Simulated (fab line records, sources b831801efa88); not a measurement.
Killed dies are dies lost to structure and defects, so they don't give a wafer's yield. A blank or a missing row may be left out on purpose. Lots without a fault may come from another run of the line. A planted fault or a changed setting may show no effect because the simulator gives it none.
Which tool did it? | flow sky130 | 10 lots, 30 wafers sampled, at 6 steps of a route of 708

WHAT THE GAUGES READ, wafer by wafer
SKY_LDD_HVN_TW_MEAS_10. Usual: LDD_HVN_TW 1435, standard deviation 11.
lot  | measured     | on            | LDD_HVN_TW     | flag
L911 | day 22 09:42 | film_metro-01 | 1430 1428 1435 |
L912 | day 22 18:01 | film_metro-01 | 1434 1430 1424 |
L913 | day 22 22:34 | film_metro-01 | 1420 1433 1429 |
L916 | day 23 08:28 | film_metro-04 | 1440 1440 1433 |
L915 | day 23 12:07 | film_metro-04 | 1426 1439 1432 |
L918 | day 24 05:18 | film_metro-02 | 1444 1443 1442 |
L921 | day 25 03:27 | film_metro-02 | 1448 1449 1439 |
L926 | day 26 17:49 | film_metro-02 | 1458 1457 1467 |
L927 | day 27 03:25 | film_metro-04 | 1432 1436 1431 |
L928 | day 27 17:13 | film_metro-01 | 1416 1418 1418 |

SKY_SPACER_THK_MEAS_01. Usual: SPACER_CVD_00_THK 43.2 nm, standard deviation 0.38.
lot  | measured     | on            | SPACER_CVD_00_THK (nm) | flag
L911 | day 25 00:16 | film_metro-02 | 42.2 42.7 42.7         |
L912 | day 25 07:56 | film_metro-03 | 43.1 42.8 43.1         |
L913 | day 25 12:15 | film_metro-03 | 42.9 43.4 43.4         |
L916 | day 25 23:03 | film_metro-02 | 44.0 43.7 43.8         |
L915 | day 26 01:27 | film_metro-03 | 42.8 43.1 42.4         |
L918 | day 26 17:49 | film_metro-01 | 43.5 43.4 43.5         |
L921 | day 27 16:02 | film_metro-03 | 43.1 42.9 43.3         |
L926 | day 29 09:26 | film_metro-02 | 43.2 43.1 43.1         |
L927 | day 29 16:20 | film_metro-01 | 32.8 33.1 32.6         | OFF
L928 | day 30 06:20 | film_metro-03 | 32.6 33.0 32.6         | OFF

SKY_POLY_CUT_CD_MEAS_08: target cd 270 nm. Usual: cd_nm 270.2 nm, standard deviation 1.5.
lot  | measured     | on        | cd_nm (nm)        | flag
L911 | day 26 05:25 | cd_sem-02 | 272.5 272.5 271.3 |
L912 | day 26 12:39 | cd_sem-02 | 270.0 269.1 271.1 |
L913 | day 26 17:15 | cd_sem-02 | 269.6 269.7 269.6 |
L916 | day 27 03:39 | cd_sem-01 | 269.3 269.2 268.8 |
L915 | day 27 07:01 | cd_sem-02 | 270.5 269.7 268.7 |
L918 | day 27 22:37 | cd_sem-01 | 268.7 269.6 269.1 |
L921 | day 28 20:26 | cd_sem-02 | 271.4 270.2 271.2 |
L926 | day 30 13:39 | cd_sem-02 | 273.1 272.8 271.6 |
L927 | day 30 20:50 | cd_sem-02 | 269.9 269.8 268.9 |
L928 | day 31 10:00 | cd_sem-02 | 267.9 269.3 269.1 |

WHICH TOOL RAN EACH LOT (tool, then ch and the chambers of the sampled wafers, then the start)
lot  | SKY_LDD_HVP_STRIP_09                 | SKY_SPACER_CVD_00           | SKY_SPACER_ETCHBACK_02
L911 | plasma_asher-01 ch 0,1, day 23 15:37 | lpcvd-02 ch 0, day 24 23:04 | rie_diel-03 ch 0,1, day 25 00:20
L912 | plasma_asher-02 ch 0,1, day 23 23:36 | lpcvd-02 ch 0, day 25 06:43 | rie_diel-03 ch 1,2,3, day 25 07:59
L913 | plasma_asher-02 ch 0,1, day 24 04:15 | lpcvd-02 ch 0, day 25 10:26 | rie_diel-04 ch 0,3, day 25 12:18
L916 | plasma_asher-01 ch 0,1, day 24 14:45 | lpcvd-02 ch 0, day 25 21:50 | rie_diel-04 ch 0,1,3, day 25 23:06
L915 | plasma_asher-04 ch 0,1, day 24 18:06 | lpcvd-02 ch 0, day 26 00:15 | rie_diel-03 ch 1,2,3, day 26 01:31
L918 | plasma_asher-04 ch 0,1, day 25 11:00 | lpcvd-02 ch 0, day 26 16:37 | rie_diel-04 ch 0,2, day 26 17:53
L921 | plasma_asher-04 ch 0,1, day 26 08:49 | lpcvd-02 ch 1, day 27 14:49 | rie_diel-04 ch 0,2,3, day 27 16:05
L926 | plasma_asher-04 ch 0,1, day 27 22:36 | lpcvd-02 ch 1, day 29 08:10 | rie_diel-02 ch 0,1,3, day 29 09:29
L927 | plasma_asher-04 ch 0,1, day 28 07:30 | lpcvd-02 ch 0, day 29 14:31 | rie_diel-03 ch 1,3, day 29 16:23
L928 | plasma_asher-02 ch 0,1, day 28 22:00 | lpcvd-02 ch 0, day 30 05:07 | rie_diel-04 ch 0,2,3, day 30 06:23
- SKY_LDD_HVP_STRIP_09: strips in O2/N2.
- SKY_SPACER_CVD_00: deposits Si3N4 from DCS/NH3, target thk 43.1 nm, time 740 s.
- SKY_SPACER_ETCHBACK_02: etches Si3N4 in CH3F/O2, stops on SiO2, time 46.7 s, target depth 45 nm.

WHAT THE TOOLS THEMSELVES READ (means of the sampled wafers that have a number; where no wafer has one, the mark that the record gives instead)
SKY_LDD_HVP_STRIP_09. Usual: chamber_pressure_mTorr 1499.7 mTorr, standard deviation 1.4; drypump_motor_current_A 5.78 A, standard deviation 0.3; o2_flow_sccm 3000 sccm, standard deviation 9.2; oes_product_au 0.408 a.u., standard deviation 0.0047; strip_time_to_endpoint_s 4.138 s, standard deviation 0.017.
lot  | tool            | chamber_pressure_mTorr (mTorr) | drypump_motor_current_A (A) | o2_flow_sccm (sccm) | oes_product_au (a.u.) | strip_time_to_endpoint_s (s) | flag
L911 | plasma_asher-01 | 1500.2                         | 5.53                        | 2992                | 0.412                 | 4.150                        |
L912 | plasma_asher-02 | 1498.7                         | 5.65                        | 3002                | 0.409                 | 4.134                        |
L913 | plasma_asher-02 | 1501.0                         | 5.67                        | 2998                | 0.406                 | 4.104                        |
L916 | plasma_asher-01 | 1499.4                         | 5.30                        | 2996                | 0.413                 | 4.145                        |
L915 | plasma_asher-04 | 1501.2                         | 6.04                        | 2996                | 0.409                 | 4.114                        |
L918 | plasma_asher-04 | 1501.4                         | 5.93                        | 2997                | 0.410                 | 4.141                        |
L921 | plasma_asher-04 | 1499.4                         | 5.91                        | 3004                | 0.409                 | 4.119                        |
L926 | plasma_asher-04 | 1499.6                         | 6.02                        | 3007                | 0.408                 | 4.128                        |
L927 | plasma_asher-04 | 1501.1                         | 6.03                        | 2997                | 0.408                 | 4.148                        |
L928 | plasma_asher-02 | 1499.5                         | 5.64                        | 2996                | 0.410                 | 4.133                        |

SKY_SPACER_CVD_00. Usual: spike_tc_bottom_C 790.5 C, standard deviation 3; spike_tc_centre_C 770.8 C, standard deviation 1.2; spike_tc_lower_C 771.0 C, standard deviation 1.3; spike_tc_top_C 785.1 C, standard deviation 1.3; spike_tc_upper_C 770.8 C, standard deviation 1.5; susceptor_temp_C 769.9 C, standard deviation 0.37; zone_power_lower_pct 13.3 %, standard deviation 1.1; zone_power_top_pct 27.98 %, standard deviation 0.28.
lot  | tool     | spike_tc_bottom_C (C) | spike_tc_centre_C (C) | spike_tc_lower_C (C) | spike_tc_top_C (C) | spike_tc_upper_C (C) | susceptor_temp_C (C) | zone_power_lower_pct (%) | zone_power_top_pct (%) | flag
L911 | lpcvd-02 | 792.2                 | 770.1                 | 771.3                | 785.1              | 772.1                | 769.9                | 14.0                     | 27.88                  |
L912 | lpcvd-02 | 792.6                 | 770.7                 | 771.0                | 785.1              | 770.3                | 769.8                | 14.0                     | 27.86                  |
L913 | lpcvd-02 | 792.5                 | 770.0                 | 770.5                | 785.1              | 772.0                | 769.7                | 14.1                     | 28.25                  |
L916 | lpcvd-02 | 793.1                 | 770.3                 | 772.0                | 785.2              | 771.3                | 770.0                | 14.1                     | 27.92                  |
L915 | lpcvd-02 | 792.3                 | 770.1                 | 770.4                | 785.4              | 770.6                | 769.2                | 13.9                     | 27.94                  |
L918 | lpcvd-02 | 791.8                 | 770.7                 | 772.8                | 785.4              | 771.7                | 770.1                | 14.0                     | 28.08                  |
L921 | lpcvd-02 | 786.1                 | 772.6                 | 769.8                | 784.7              | 768.4                | 770.1                | 11.6                     | 28.09                  |
L926 | lpcvd-02 | 785.9                 | 771.5                 | 769.9                | 784.8              | 768.5                | 769.6                | 11.7                     | 28.08                  |
L927 | lpcvd-02 | 778.4                 | 756.5                 | 756.9                | 771.5              | 757.0                | 756.0                | 13.5                     | 27.18                  | OFF
L928 | lpcvd-02 | 779.4                 | 755.9                 | 757.4                | 770.7              | 757.8                | 756.1                | 13.6                     | 27.14                  | OFF

SKY_SPACER_ETCHBACK_02. Usual: O2_flow_sccm 29.99 sccm, standard deviation 0.089; chamber_pressure_mTorr 25.000 mTorr, standard deviation 0.024; drypump_motor_current_A 6.0 A, standard deviation 0.33; oes_product_au 0.855 a.u., standard deviation 0.0059; rf_fwd_power_W 396.0 W, standard deviation 1.7; throttle_valve_pct 10.562 %, standard deviation 0.01.
lot  | tool        | O2_flow_sccm (sccm) | chamber_pressure_mTorr (mTorr) | drypump_motor_current_A (A) | oes_product_au (a.u.) | rf_fwd_power_W (W) | throttle_valve_pct (%) | flag
L911 | rie_diel-03 | 30.05               | 25.004                         | 6.3                         | 0.851                 | 395.8              | 10.560                 |
L912 | rie_diel-03 | 29.90               | 25.002                         | 6.2                         | 0.852                 | 395.7              | 10.562                 |
L913 | rie_diel-04 | 30.03               | 25.032                         | 5.9                         | 0.862                 | 396.5              | 10.563                 |
L916 | rie_diel-04 | 29.98               | 24.970                         | 5.9                         | 0.861                 | 397.5              | 10.563                 |
L915 | rie_diel-03 | 29.99               | 24.994                         | 6.2                         | 0.848                 | 395.2              | 10.553                 |
L918 | rie_diel-04 | 30.05               | 25.013                         | 6.1                         | 0.855                 | 394.9              | 10.564                 |
L921 | rie_diel-04 | 29.94               | 25.017                         | 5.9                         | 0.856                 | 394.6              | 10.574                 |
L926 | rie_diel-02 | 30.02               | 24.984                         | 5.8                         | 0.861                 | 394.7              | 10.571                 |
L927 | rie_diel-03 | 30.04               | 24.996                         | 6.4                         | 0.739                 | 396.4              | 10.538                 | OFF
L928 | rie_diel-04 | 30.04               | 25.019                         | 5.9                         | 0.741                 | 395.2              | 10.539                 | OFF

THE ANSWER, worked out from the rows above alone
Rule: a lot is off if the mean of its wafers that have a number lies more than 3 standard deviations from the usual mean. A lot without any number at a reading at which 4 lots or more have one is off too. The other lots that the step has rows for count as sound. The gauges are gone through in route order, then the tools' own readings, and for those a lot's mean is taken as printed above. The first step at which some lot is off is used, and at that step the reading that is off furthest; a lot without a number counts as furthest.
Off: L927, L928, at SKY_SPACER_THK_MEAS_01 (SPACER_CVD_00_THK).
A tool fits if, at a process step before that reading, it ran every lot that is off, and no sound lot after the first of them. The gauges at SKY_SPACER_THK_MEAS_01 aren't tried: what is off there is off at SKY_SPACER_CVD_00 too, on other tools, and a gauge's error can't cause that. One fits: lpcvd-02 at SKY_SPACER_CVD_00. Its last sound lot is L926 (day 29 08:10), its first lot that is off L927 (day 29 14:31): a fault that began between those two fits.
The tool's own readings at SKY_SPACER_CVD_00 bear it out: on the lots that are off they differ by more than 5 times the standard deviation of the sound lots' means. spike_tc_centre_C reads 756.2 C there against 770.8 C on the sound lots; spike_tc_lower_C reads 757.1 C there against 771.0 C on the sound lots; spike_tc_top_C reads 771.1 C there against 785.1 C on the sound lots; spike_tc_upper_C reads 757.4 C there against 770.6 C on the sound lots; susceptor_temp_C reads 756.0 C there against 769.8 C on the sound lots; zone_power_top_pct reads 27.16 % there against 28.01 % on the sound lots.

WHAT THE SIMULATOR HAD PUT IN
Process parameter drift: lpcvd-02, from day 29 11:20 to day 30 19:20, at SKY_SPACER_CVD_00. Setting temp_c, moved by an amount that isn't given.
Lots struck among those shown: L927, L928. The rule above found the same.
